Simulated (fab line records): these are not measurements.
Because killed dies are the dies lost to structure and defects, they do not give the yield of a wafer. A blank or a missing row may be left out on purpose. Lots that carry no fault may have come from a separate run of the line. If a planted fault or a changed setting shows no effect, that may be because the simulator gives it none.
fab line records -- flow sky130 -- part 1 of 2: steps 1 to 25 of 35
record lots=5, wafers=15, last_day=49
route steps=708 shown SONOS_TUNNEL@166 SONOS_ONO@168 GATE_OXIDE@187
lots that met no fault: from a run of the same line without faults
start_h: the number of hours between the record's first day and the start of the first shown wafer of the lot -- wait_h: hours elapsed since this lot's preceding step -- " unchanged from the row above -- L1.1+2: several wafers, shown together as one row -- - either no value or no given start -- * or withheld: withheld -- < > ~ a bound
route shown NAME@n: NAME is a module with steps in the file, n the number in the route of the first one -- usual: mean and standard deviation over wafers with no fault -- same: alike in all rows -- chamber/n: place in a boat -- sites: each site's reading -- _std_site: the standard deviation of these -- _edge_site: outer sites' mean less inner sites' -- radius_mm: for every site, how far away it sits from the centre of the wafer -- mask NAME#n: copy n -- behind: the most recent tool/chamber to have shaped the wafer -- hold: what put the lot on hold/how long, in hours/how the hold closed -- device: transistor that didn't switch, given as n, p or np -- end of line: the route-end tests of the same wafers -- a step with no rows: only its recipe -- killed: at the first sort, the dies lost to defects and structure; wafer yield is something else -- map: shows each die of a wafer: x if killed, . if not, _ if none is there
set.NAME: the run value of the setting; set.NAME@STEP: its run value at that earlier step -- model.NAME: the simulator's own value behind a step, which no gauge read
lots at some steps of the route; a table a step, a row a wafer
services: when a tool's chamber went out of use (start_h, in hours from the record's first day, below 0 if earlier), for how many hours, and the reason
## steps
# step SKY_SONOS_TUNNEL_TW_MEAS_12
# usual SONOS_TUNNEL_TW=196.4/2
lot.wafer,tool,chamber,start_h,wait_h,SONOS_TUNNEL_TW
L076.1,film_metro-01,-,265.82,0.0,197.7
L076.2,film_metro-01,-,265.82,0.0,198.3
L076.3,film_metro-01,-,265.82,0.0,197.7
L079.2,film_metro-02,-,293.92,0.0,192.5
L079.5,film_metro-02,-,293.92,0.0,193.7
L079.6,film_metro-02,-,293.92,0.0,192.4
L084.1,film_metro-01,-,333.62,0.0,197.5
L084.5,film_metro-01,-,333.62,0.0,198.1
L084.6,film_metro-01,-,333.62,0.0,198.5
L089.1,film_metro-02,-,367.00,0.0,194.7
L089.2,film_metro-02,-,367.00,0.0,194.3
L089.3,film_metro-02,-,367.00,0.0,194.1
L093.1,film_metro-01,-,402.74,0.0,195.7
L093.2,film_metro-01,-,402.74,0.0,196.3
L093.6,film_metro-01,-,402.74,0.0,196.7
# step SKY_SONOS_TUNNEL_CLEAN_13
# recipe chemistry=dHF, time_s=20, dilution=100:1, dry=ipa_marangoni
lot.wafer,tool,chamber,start_h,wait_h
L076.1+2+3,wet_bench-01,0,265.88,0.1
L079.2+5+6,wet_bench-02,3,293.97,0.0
L084.1+5+6,wet_bench-01,0,333.68,0.1
L089.1+2+3,wet_bench-02,2,367.06,0.1
L093.1+2+6,wet_bench-01,2,402.80,0.1
# step SKY_SONOS_ONO_OXIDATION_00
# recipe temp_c=800, ambient=O2, idle_temp_c=700, ramp_up_c_per_min=10, ramp_down_c_per_min=3, stabilise_s=600, purge_s=300, target_thk_a=26, ox_time_s=1249
# usual spike_tc_upper_C=798.5/1.1, tube_center_temp_C=800/0.064, zone_power_centre_pct=14.8/1.4
lot.wafer,tool,chamber,start_h,wait_h,spike_tc_upper_C,tube_center_temp_C,zone_power_centre_pct
L076.1,furnace-01,0,265.89,0.0,799.4,799.82,12.9
L076.2,furnace-01,0,265.89,0.0,798.4,799.88,13.0
L076.3,furnace-01,0,265.89,0.0,800.4,799.96,13.0
L079.2,furnace-02,0,294.30,0.3,799.6,799.95,15.8
L079.5,furnace-02,0,294.30,0.3,797.7,800,15.9
L079.6,furnace-02,0,294.30,0.3,798.0,800.09,15.8
L084.1,furnace-02,0,335.70,2.0,798.2,799.95,15.7
L084.5,furnace-02,0,335.70,2.0,795.4,799.93,15.8
L084.6,furnace-02,0,335.70,2.0,798.4,800.08,15.8
L089.1,furnace-02,0,368.27,1.2,798.4,799.96,15.8
L089.2,furnace-02,0,368.27,1.2,797.7,800.13,15.6
L089.3,furnace-02,0,368.27,1.2,799.0,799.98,15.8
L093.1,furnace-01,0,405.58,2.8,799.1,799.99,12.9
L093.2,furnace-01,0,405.58,2.8,799.3,800.08,12.7
L093.6,furnace-01,0,405.58,2.8,799.9,799.93,13.0
# step SKY_SONOS_ONO_THK_MEAS_01
# recipe reads=SiO2_of_SONOS_ONO_OXIDATION_00
# usual SONOS_ONO_OXIDATION_THK=2.61/0.059
lot.wafer,tool,chamber,start_h,wait_h,SONOS_ONO_OXIDATION_THK[nm]
L076.1,film_metro-03,-,267.24,0.0,2.71
L076.2,film_metro-03,-,267.24,0.0,2.60
L076.3,film_metro-03,-,267.24,0.0,2.64
L079.2,film_metro-01,-,295.66,0.0,2.49
L079.5,film_metro-01,-,295.66,0.0,2.55
L079.6,film_metro-01,-,295.66,0.0,2.60
L084.1,film_metro-03,-,337.05,0.0,2.68
L084.5,film_metro-03,-,337.05,0.0,2.63
L084.6,film_metro-03,-,337.05,0.0,2.60
L089.1,film_metro-02,-,369.62,0.0,2.56
L089.2,film_metro-02,-,369.62,0.0,2.53
L089.3,film_metro-02,-,369.62,0.0,2.60
L093.1,film_metro-02,-,406.93,0.0,2.55
L093.2,film_metro-02,-,406.93,0.0,2.57
L093.6,film_metro-02,-,406.93,0.0,2.52
# step SKY_SONOS_ONO_CVD_02
# recipe material=Si3N4, precursor=DCS/NH3, target_thk_nm=10.5, temp_c=770, time_s=180, pressure_mtorr=250
# usual spike_tc_upper_C=770.6/0.95, zone_power_centre_pct=12.6/0.42
lot.wafer,tool,chamber,start_h,wait_h,spike_tc_upper_C,zone_power_centre_pct
L076.1,lpcvd-02,1,270.73,3.5,770.2,13.1
L076.2,lpcvd-02,1,270.73,3.5,771.3,13.1
L076.3,lpcvd-02,1,270.73,3.5,769.7,12.8
L079.2,lpcvd-02,0,296.04,0.4,771.1,12.2
L079.5,lpcvd-02,0,296.04,0.4,772.0,12.0
L079.6,lpcvd-02,0,296.04,0.4,769.5,12.0
L084.1,lpcvd-02,0,339.05,2.0,770.6,12.4
L084.5,lpcvd-02,0,339.05,2.0,768.6,12.2
L084.6,lpcvd-02,0,339.05,2.0,769.3,12.0
L089.1,lpcvd-02,0,370.89,1.3,769.9,12.0
L089.2,lpcvd-02,0,370.89,1.3,771.0,12.0
L089.3,lpcvd-02,0,370.89,1.3,770.1,12.2
L093.1,lpcvd-02,1,408.58,1.6,770.4,12.9
L093.2,lpcvd-02,1,408.58,1.6,769.6,13.2
L093.6,lpcvd-02,1,408.58,1.6,770.4,12.8
# step SKY_SONOS_ONO_THK_MEAS_03
# recipe reads=Si3N4_of_SONOS_ONO_CVD_02
# usual SONOS_ONO_CVD_02_THK=10.48/0.14
lot.wafer,tool,chamber,start_h,wait_h,SONOS_ONO_CVD_02_THK[nm]
L076.1,film_metro-03,-,271.78,0.0,10.61
L076.2,film_metro-03,-,271.78,0.0,10.64
L076.3,film_metro-03,-,271.78,0.0,10.58
L079.2,film_metro-03,-,297.10,0.0,10.55
L079.5,film_metro-03,-,297.10,0.0,10.51
L079.6,film_metro-03,-,297.10,0.0,10.50
L084.1,film_metro-02,-,340.10,0.0,10.61
L084.5,film_metro-02,-,340.10,0.0,10.66
L084.6,film_metro-02,-,340.10,0.0,10.63
L089.1,film_metro-03,-,371.94,0.0,10.30
L089.2,film_metro-03,-,371.94,0.0,10.25
L089.3,film_metro-03,-,371.94,0.0,10.29
L093.1,film_metro-03,-,409.63,0.0,10.31
L093.2,film_metro-03,-,409.63,0.0,10.40
L093.6,film_metro-03,-,409.63,0.0,10.36
# step SKY_SONOS_ONO_CVD_04
# recipe material=SiO2, precursor=SiH4/N2O, target_thk_nm=5.7199, temp_c=900, pressure_mtorr=400
# usual spike_tc_upper_C=898.6/0.95, zone_power_centre_pct=19.1/1.4
lot.wafer,tool,chamber,start_h,wait_h,spike_tc_upper_C,zone_power_centre_pct
L076.1,lpcvd-03,1,271.84,0.1,898.7,17.0
L076.2,lpcvd-03,1,271.84,0.1,898.3,17.5
L076.3,lpcvd-03,1,271.84,0.1,898.5,17.0
L079.2,lpcvd-03,0,297.15,0.0,897.9,19.9
L079.5,lpcvd-03,0,297.15,0.0,899.0,20.3
L079.6,lpcvd-03,0,297.15,0.0,898.6,20.0
L084.1,lpcvd-03,0,340.16,0.1,898.7,20.3
L084.5,lpcvd-03,0,340.16,0.1,898.0,19.9
L084.6,lpcvd-03,0,340.16,0.1,898.1,20.0
L089.1,lpcvd-03,0,372.00,0.1,898.3,20.3
L089.2,lpcvd-03,0,372.00,0.1,897.6,20.3
L089.3,lpcvd-03,0,372.00,0.1,897.8,20.3
L093.1,lpcvd-03,0,409.69,0.1,897.1,20.5
L093.2,lpcvd-03,0,409.69,0.1,898.0,20.0
L093.6,lpcvd-03,0,409.69,0.1,899.7,20.3
# step SKY_SONOS_ONO_THK_MEAS_05
# recipe reads=SiO2_of_SONOS_ONO_CVD_04
# usual SONOS_ONO_CVD_04_THK=5.75/0.1
lot.wafer,tool,chamber,start_h,wait_h,SONOS_ONO_CVD_04_THK[nm]
L076.1,film_metro-03,-,273.09,0.0,5.76
L076.2,film_metro-03,-,273.09,0.0,5.79
L076.3,film_metro-03,-,273.09,0.0,5.74
L079.2,film_metro-03,-,298.41,0.0,5.73
L079.5,film_metro-03,-,298.41,0.0,5.84
L079.6,film_metro-03,-,298.41,0.0,5.90
L084.1,film_metro-01,-,341.41,0.0,5.59
L084.5,film_metro-01,-,341.41,0.0,5.56
L084.6,film_metro-01,-,341.41,0.0,5.57
L089.1,film_metro-01,-,373.87,0.0,5.80
L089.2,film_metro-01,-,373.87,0.0,5.77
L089.3,film_metro-01,-,373.87,0.0,5.82
L093.1,film_metro-02,-,410.94,0.0,5.84
L093.2,film_metro-02,-,410.94,0.0,5.73
L093.6,film_metro-02,-,410.94,0.0,5.76
# step SKY_SONOS_ONO_DEHYDRATE_06
# recipe temp_c=200, time_s=60
# usual resist_line_temp_C=22.99/0.098
lot.wafer,tool,chamber,start_h,wait_h,resist_line_temp_C
L076.1,litho_track-04,0,285.15,12.0,22.98
L076.2,litho_track-04,0,285.15,12.0,22.79
L076.3,litho_track-04,0,285.15,12.0,22.95
L079.2,litho_track-01,0,310.82,12.4,22.94
L079.5,litho_track-01,0,310.82,12.4,22.89
L079.6,litho_track-01,0,310.82,12.4,22.91
L084.1,litho_track-01,0,353.90,12.5,23.05
L084.5,litho_track-01,0,353.90,12.5,23.00
L084.6,litho_track-01,0,353.90,12.5,22.87
L089.1,litho_track-02,0,387.87,14.0,22.83
L089.2,litho_track-02,0,387.87,14.0,23.03
L089.3,litho_track-02,0,387.87,14.0,22.92
L093.1,litho_track-02,0,425.22,14.3,22.91
L093.2,litho_track-02,0,425.22,14.3,22.85
L093.6,litho_track-02,0,425.22,14.3,22.91
# step SKY_SONOS_ONO_HMDS_07
# recipe prime_time_s=60, prime_temp_c=120
# usual resist_line_temp_C=22.98/0.098
lot.wafer,tool,chamber,start_h,wait_h,resist_line_temp_C
L076.1,litho_track-04,0,285.30,0.1,22.84
L076.2,litho_track-04,0,285.30,0.1,22.97
L076.3,litho_track-04,0,285.30,0.1,22.66
L079.2,litho_track-01,0,310.97,0.1,23.08
L079.5,litho_track-01,0,310.97,0.1,23.11
L079.6,litho_track-01,0,310.97,0.1,22.93
L084.1,litho_track-01,0,354.05,0.1,22.93
L084.5,litho_track-01,0,354.05,0.1,22.87
L084.6,litho_track-01,0,354.05,0.1,22.91
L089.1,litho_track-02,0,388.02,0.1,23.06
L089.2,litho_track-02,0,388.02,0.1,22.96
L089.3,litho_track-02,0,388.02,0.1,23.02
L093.1,litho_track-02,0,425.37,0.1,22.83
L093.2,litho_track-02,0,425.37,0.1,23.01
L093.6,litho_track-02,0,425.37,0.1,22.96
# step SKY_SONOS_ONO_COAT_08
# recipe resist=NOVOLAK, spin_rpm=3000, resist_thk_nm=1140
# usual resist_line_temp_C=22.98/0.1
lot.wafer,tool,chamber,start_h,wait_h,resist_line_temp_C
L076.1,litho_track-04,0,285.45,0.1,22.95
L076.2,litho_track-04,0,285.45,0.1,23.18
L076.3,litho_track-04,0,285.45,0.1,23.05
L079.2,litho_track-01,0,311.12,0.1,23.01
L079.5,litho_track-01,0,311.12,0.1,22.87
L079.6,litho_track-01,0,311.12,0.1,22.99
L084.1,litho_track-01,0,354.20,0.1,22.96
L084.5,litho_track-01,0,354.20,0.1,22.82
L084.6,litho_track-01,0,354.20,0.1,22.86
L089.1,litho_track-02,0,388.17,0.1,23.06
L089.2,litho_track-02,0,388.17,0.1,23.00
L089.3,litho_track-02,0,388.17,0.1,23.01
L093.1,litho_track-02,0,425.52,0.1,22.87
L093.2,litho_track-02,0,425.52,0.1,22.89
L093.6,litho_track-02,0,425.52,0.1,23.11
# step SKY_SONOS_ONO_SOFTBAKE_09
# recipe temp_c=90, time_s=60, resist=NOVOLAK
# usual resist_line_temp_C=23.01/0.093
lot.wafer,tool,chamber,start_h,wait_h,resist_line_temp_C
L076.1,litho_track-04,0,285.60,0.1,22.99
L076.2,litho_track-04,0,285.60,0.1,22.92
L076.3,litho_track-04,0,285.60,0.1,22.96
L079.2,litho_track-01,0,311.27,0.1,22.97
L079.5,litho_track-01,0,311.27,0.1,23.10
L079.6,litho_track-01,0,311.27,0.1,23.02
L084.1,litho_track-01,0,354.35,0.1,23.17
L084.5,litho_track-01,0,354.35,0.1,22.99
L084.6,litho_track-01,0,354.35,0.1,23.01
L089.1,litho_track-02,0,388.32,0.1,22.98
L089.2,litho_track-02,0,388.32,0.1,22.99
L089.3,litho_track-02,0,388.32,0.1,22.88
L093.1,litho_track-02,0,425.67,0.1,23.14
L093.2,litho_track-02,0,425.67,0.1,23.04
L093.6,litho_track-02,0,425.67,0.1,22.94
# step SKY_SONOS_ONO_EXPOSE_10
# recipe mask_id=ONOM, target_cd_nm=410, na=0.6, source_shape=conventional, sigma_outer=0.6, dose_mj=150
# usual exposure_dose_mJ_cm2=149.91/0.16
lot.wafer,tool,chamber,start_h,wait_h,mask,exposure_dose_mJ_cm2
L076.1,iline_stepper-02,0,-,-,ONOM#0,149.95
L076.2,iline_stepper-02,0,-,-,ONOM#0,150.05
L076.3,iline_stepper-02,0,-,-,ONOM#0,149.87
L079.2,iline_stepper-02,0,-,-,ONOM#0,149.88
L079.5,iline_stepper-02,0,-,-,ONOM#0,149.97
L079.6,iline_stepper-02,0,-,-,ONOM#0,150.05
L084.1,iline_stepper-02,0,-,-,ONOM#0,150.18
L084.5,iline_stepper-02,0,-,-,ONOM#0,150.08
L084.6,iline_stepper-02,0,-,-,ONOM#0,149.88
L089.1,iline_stepper-01,0,-,-,ONOM#0,149.88
L089.2,iline_stepper-01,0,-,-,ONOM#0,149.99
L089.3,iline_stepper-01,0,-,-,ONOM#0,149.90
L093.1,iline_stepper-01,0,-,-,ONOM#0,149.69
L093.2,iline_stepper-01,0,-,-,ONOM#0,149.66
L093.6,iline_stepper-01,0,-,-,ONOM#0,149.60
# step SKY_SONOS_ONO_PEB_11
# recipe temp_c=withheld, time_s=*, resist=NOVOLAK
# usual resist_line_temp_C=*
lot.wafer,tool,chamber,start_h,wait_h,resist_line_temp_C
L076.1,litho_track-04,0,-,-,*
L076.2,litho_track-04,0,-,-,*
L076.3,litho_track-04,0,-,-,*
L079.2,litho_track-01,0,-,-,*
L079.5,litho_track-01,0,-,-,*
L079.6,litho_track-01,0,-,-,*
L084.1,litho_track-04,0,-,-,*
L084.5,litho_track-04,0,-,-,*
L084.6,litho_track-04,0,-,-,*
L089.1,litho_track-02,0,-,-,*
L089.2,litho_track-02,0,-,-,*
L089.3,litho_track-02,0,-,-,*
L093.1,litho_track-01,0,-,-,*
L093.2,litho_track-01,0,-,-,*
L093.6,litho_track-01,0,-,-,*
# step SKY_SONOS_ONO_DEVELOP_12
# recipe develop_time_s=60, dev_temp_c=23
# usual resist_line_temp_C=23.00/0.11
lot.wafer,tool,chamber,start_h,wait_h,resist_line_temp_C
L076.1,litho_track-04,0,297.85,0.1,22.99
L076.2,litho_track-04,0,297.85,0.1,22.91
L076.3,litho_track-04,0,297.85,0.1,23.05
L079.2,litho_track-01,0,324.12,0.1,23.14
L079.5,litho_track-01,0,324.12,0.1,23.01
L079.6,litho_track-01,0,324.12,0.1,23.02
L084.1,litho_track-04,0,367.85,0.1,23.05
L084.5,litho_track-04,0,367.85,0.1,23.08
L084.6,litho_track-04,0,367.85,0.1,23.11
L089.1,litho_track-02,0,402.97,0.1,23.23
L089.2,litho_track-02,0,402.97,0.1,23.09
L089.3,litho_track-02,0,402.97,0.1,22.95
L093.1,litho_track-01,0,440.55,0.1,22.62
L093.2,litho_track-01,0,440.55,0.1,22.90
L093.6,litho_track-01,0,440.55,0.1,22.87
# step SKY_SONOS_ONO_CD_MEAS_13
# recipe target_cd_nm=410
# usual cd_nm=410.7/2.5
lot.wafer,tool,chamber,start_h,wait_h,cd_nm
L076.1,cd_sem-02,-,298.00,0.1,411.4
L076.2,cd_sem-02,-,298.00,0.1,412.9
L076.3,cd_sem-02,-,298.00,0.1,410.8
L079.2,cd_sem-02,-,324.30,0.1,413.0
L079.5,cd_sem-02,-,324.30,0.1,411.2
L079.6,cd_sem-02,-,324.30,0.1,411.4
L084.1,cd_sem-02,-,368.00,0.1,411.8
L084.5,cd_sem-02,-,368.00,0.1,413.7
L084.6,cd_sem-02,-,368.00,0.1,411.1
L089.1,cd_sem-01,-,403.12,0.1,413.6
L089.2,cd_sem-01,-,403.12,0.1,412.7
L089.3,cd_sem-01,-,403.12,0.1,414.0
L093.1,cd_sem-01,-,440.70,0.1,412.8
L093.2,cd_sem-01,-,440.70,0.1,411.6
L093.6,cd_sem-01,-,440.70,0.1,413.1
# step SKY_SONOS_ONO_OVL_MEAS_14
# usual SONOS_ONO_OVL=-0.4/1.3
lot.wafer,tool,chamber,start_h,wait_h,SONOS_ONO_OVL[nm]
L076.1,overlay-01,-,298.12,0.1,1.4
L076.2,overlay-01,-,298.12,0.1,2.3
L076.3,overlay-01,-,298.12,0.1,1.3
L079.2,overlay-02,-,324.40,0.1,0.4
L079.5,overlay-02,-,324.40,0.1,-1.9
L079.6,overlay-02,-,324.40,0.1,-0.5
L084.1,overlay-01,-,368.12,0.1,1.3
L084.5,overlay-01,-,368.12,0.1,0.1
L084.6,overlay-01,-,368.12,0.1,0.8
L089.1,overlay-02,-,403.24,0.1,0.1
L089.2,overlay-02,-,403.24,0.1,-0.5
L089.3,overlay-02,-,403.24,0.1,-0.4
L093.1,overlay-02,-,440.82,0.1,-1.7
L093.2,overlay-02,-,440.82,0.1,-0.6
L093.6,overlay-02,-,440.82,0.1,0.6
# step SKY_SONOS_ONO_ETCH_15
# recipe target_depth_nm=19.52, chemistry=CHF3/O2, source_w=600, bias_w=200, pressure_mtorr=40, chf3_flow_sccm=50, O2_flow_sccm=5, time_s=7.8
# usual drypump_motor_current_A=5.6/0.4, oes_product_au=1.003/0.014, throttle_valve_pct=8.826/0.01
lot.wafer,tool,chamber,start_h,wait_h,drypump_motor_current_A,oes_product_au,rf_hours_counter_h,throttle_valve_pct
L076.1,rie_diel-04,0,298.15,0.0,5.8,0.985,17,8.830
L076.2,rie_diel-04,1,298.15,0.0,6.0,1.013,12,8.839
L076.3,rie_diel-04,2,298.15,0.0,6.5,1.010,86,8.808
L079.2,rie_diel-03,2,324.43,0.0,5.3,0.994,1,8.816
L079.5,rie_diel-03,3,324.43,0.0,5.3,0.996,-,8.825
L079.6,rie_diel-03,2,324.43,0.0,5.3,0.990,-,8.831
L084.1,rie_diel-03,3,368.15,0.0,5.3,1.003,6,8.831
L084.5,rie_diel-03,3,368.15,0.0,5.3,0.996,-,8.827
L084.6,rie_diel-03,2,368.15,0.0,5.3,0.992,-,8.830
L089.1,rie_diel-03,2,403.28,0.0,5.4,1.011,3,8.818
L089.2,rie_diel-03,3,403.28,0.0,5.3,1.004,6,8.829
L089.3,rie_diel-03,1,403.28,0.0,5.5,1.000,29,8.809
L093.1,rie_diel-03,1,440.85,0.0,5.5,0.986,29,8.832
L093.2,rie_diel-03,0,440.85,0.0,5.8,0.989,0,8.822
L093.6,rie_diel-03,1,440.85,0.0,5.5,0.995,-,8.815
# step SKY_SONOS_ONO_WET_ETCH_16
# recipe chemistry=dHF, target_depth_nm=14, dry=n2_spin, target=SiO2, dilution=100:1, temp_c=25, time_s=280
lot.wafer,tool,chamber,start_h,wait_h
L076.1+2+3,wet_bench-03,3,298.17,0.0
L079.2+5+6,wet_bench-03,0,324.45,0.0
L084.1+5+6,wet_bench-03,2,368.17,0.0
L089.1+2+3,wet_bench-04,3,403.30,0.0
L093.1+2+6,wet_bench-04,3,440.88,0.0
# step SKY_SONOS_ONO_STRIP_17
# recipe chemistry=O2/N2, power_w=1400, pressure_mtorr=1500, platen_temp_c=withheld, o2_flow_sccm=3000, n2_flow_sccm=300, overash_fraction=0.5
# usual drypump_motor_current_A=5.6/0.35, o2_flow_sccm=3000/8.7, oes_product_au=0.710/0.0046, strip_time_to_endpoint_s=14.11/0.04
lot.wafer,tool,chamber,start_h,wait_h,drypump_motor_current_A,o2_flow_sccm,oes_product_au,rf_hours_counter_h,strip_time_to_endpoint_s
L076.1,plasma_asher-01,1,298.27,0.0,5.8,3013,0.706,17,14.24
L076.2,plasma_asher-01,0,298.27,0.0,5.9,3006,0.711,17,14.23
L076.3,plasma_asher-01,0,298.27,0.0,5.8,3002,0.720,-,14.17
L079.2,plasma_asher-04,0,324.54,0.0,5.7,2987,0.708,65,14.07
L079.5,plasma_asher-04,0,324.54,0.0,5.7,3005,0.699,-,14.12
L079.6,plasma_asher-04,1,324.54,0.0,5.0,3010,0.710,-,14.11
L084.1,plasma_asher-04,1,368.26,0.0,5.0,2987,0.704,69,14.04
L084.5,plasma_asher-04,0,368.26,0.0,5.8,2999,0.711,-,14.04
L084.6,plasma_asher-04,1,368.26,0.0,5.0,2996,0.707,-,14.06
L089.1,plasma_asher-03,1,403.39,0.0,5.9,2979,0.720,71,14.12
L089.2,plasma_asher-03,0,403.39,0.0,6.0,2983,0.711,71,14.12
L089.3,plasma_asher-03,0,403.39,0.0,6.0,3012,0.706,-,14.13
L093.1,plasma_asher-04,1,440.96,0.0,5.0,2996,0.716,1,14.09
L093.2,plasma_asher-04,0,440.96,0.0,5.7,3001,0.714,1,14.12
L093.6,plasma_asher-04,0,440.96,0.0,5.7,2992,0.710,-,14.12
# step SKY_SONOS_ONO_WET_ETCH_18
# recipe chemistry=H3PO4, target_depth_nm=15, target=Si3N4, temp_c=160, time_s=172
lot.wafer,tool,chamber,start_h,wait_h
L076.1+2+3,wet_bench-02,2,298.37,0.1
L079.2+5+6,wet_bench-04,3,324.64,0.1
L084.1+5+6,wet_bench-02,1,368.36,0.1
L089.1+2+3,wet_bench-03,3,403.49,0.1
L093.1+2+6,wet_bench-04,0,441.06,0.1
# step SKY_GATE_OXIDE_CLEAN_00
# recipe chemistry=SC1/SC2, mix=1:4:20, temp_c=70, time_s=150, dry=n2_spin
lot.wafer,tool,chamber,start_h,wait_h
L076.1+2+3,wet_bench-04,3,298.42,0.0
L079.2+5+6,wet_bench-03,1,324.70,0.0
L084.1+5+6,wet_bench-03,3,368.42,0.0
L089.1+2+3,wet_bench-04,2,403.54,0.0
L093.1+2+6,wet_bench-04,1,441.12,0.0
# step SKY_GATE_OXIDE_OXIDATION_01
# recipe temp_c=900, ambient=O2, stabilise_s=600, purge_s=300, target_thk_a=102.68, ox_time_s=1473
# usual spike_tc_upper_C=898.6/1.2, tube_center_temp_C=900/0.085, zone_power_centre_pct=17.9/1.7
lot.wafer,tool,chamber,start_h,wait_h,spike_tc_upper_C,tube_center_temp_C,zone_power_centre_pct
L076.1,furnace-02,0,298.47,0.0,898.1,899.96,20.5
L076.2,furnace-02,0,298.47,0.0,897.4,899.95,20.0
L076.3,furnace-02,0,298.47,0.0,899.3,899.92,20.3
L079.2,furnace-01,0,324.75,0.0,900.5,900.02,16.6
L079.5,furnace-01,0,324.75,0.0,899.6,900.08,16.9
L079.6,furnace-01,0,324.75,0.0,897.5,899.97,16.6
L084.1,furnace-01,0,369.28,0.8,900.1,900.06,16.5
L084.5,furnace-01,0,369.28,0.8,899.2,899.95,16.5
L084.6,furnace-01,0,369.28,0.8,901.2,900.12,16.4
L089.1,furnace-01,0,408.17,4.6,899.2,899.87,16.3
L089.2,furnace-01,0,408.17,4.6,899.9,899.9,16.6
L089.3,furnace-01,0,408.17,4.6,899.3,900.03,16.8
L093.1,furnace-01,0,441.84,0.7,899.0,900.02,16.4
L093.2,furnace-01,0,441.84,0.7,899.0,899.87,16.6
L093.6,furnace-01,0,441.84,0.7,899.1,900.06,16.4
# step SKY_GATE_OXIDE_THK_MEAS_02
# recipe reads=SiO2_of_GATE_OXIDE_OXIDATION_01
# usual GATE_OXIDE_OXIDATION_00_THK=10.32/0.2
lot.wafer,tool,chamber,start_h,wait_h,GATE_OXIDE_OXIDATION_00_THK[nm]
L076.1,film_metro-02,-,299.88,0.0,9.95
L076.2,film_metro-02,-,299.88,0.0,9.84
L076.3,film_metro-02,-,299.88,0.0,10.12
L079.2,film_metro-02,-,326.17,0.0,10.30
L079.5,film_metro-02,-,326.17,0.0,10.31
L079.6,film_metro-02,-,326.17,0.0,10.15
L084.1,film_metro-02,-,370.68,0.0,10.78
L084.5,film_metro-02,-,370.68,0.0,10.49
L084.6,film_metro-02,-,370.68,0.0,10.63
L089.1,film_metro-02,-,409.58,0.0,10.38
L089.2,film_metro-02,-,409.58,0.0,10.43
L089.3,film_metro-02,-,409.58,0.0,10.53
L093.1,film_metro-02,-,443.25,0.0,10.42
L093.2,film_metro-02,-,443.25,0.0,10.38
L093.6,film_metro-02,-,443.25,0.0,10.41
# step SKY_GATE_OXIDE_DEHYDRATE_03
# recipe temp_c=200, time_s=60
# usual resist_line_temp_C=23.02/0.095
lot.wafer,tool,chamber,start_h,wait_h,resist_line_temp_C
L076.1,litho_track-04,0,312.50,12.6,23.03
L076.2,litho_track-04,0,312.50,12.6,23.05
L076.3,litho_track-04,0,312.50,12.6,23.14
L079.2,litho_track-04,0,338.97,12.8,22.92
L079.5,litho_track-04,0,338.97,12.8,22.85
L079.6,litho_track-04,0,338.97,12.8,22.90
L084.1,litho_track-03,0,384.91,14.2,23.16
L084.5,litho_track-03,0,384.91,14.2,23.15
L084.6,litho_track-03,0,384.91,14.2,23.14
L089.1,litho_track-01,0,423.90,14.3,23.02
L089.2,litho_track-01,0,423.90,14.3,22.97
L089.3,litho_track-01,0,423.90,14.3,23.10
L093.1,litho_track-03,0,457.86,14.6,22.99
L093.2,litho_track-03,0,457.86,14.6,23.00
L093.6,litho_track-03,0,457.86,14.6,23.06
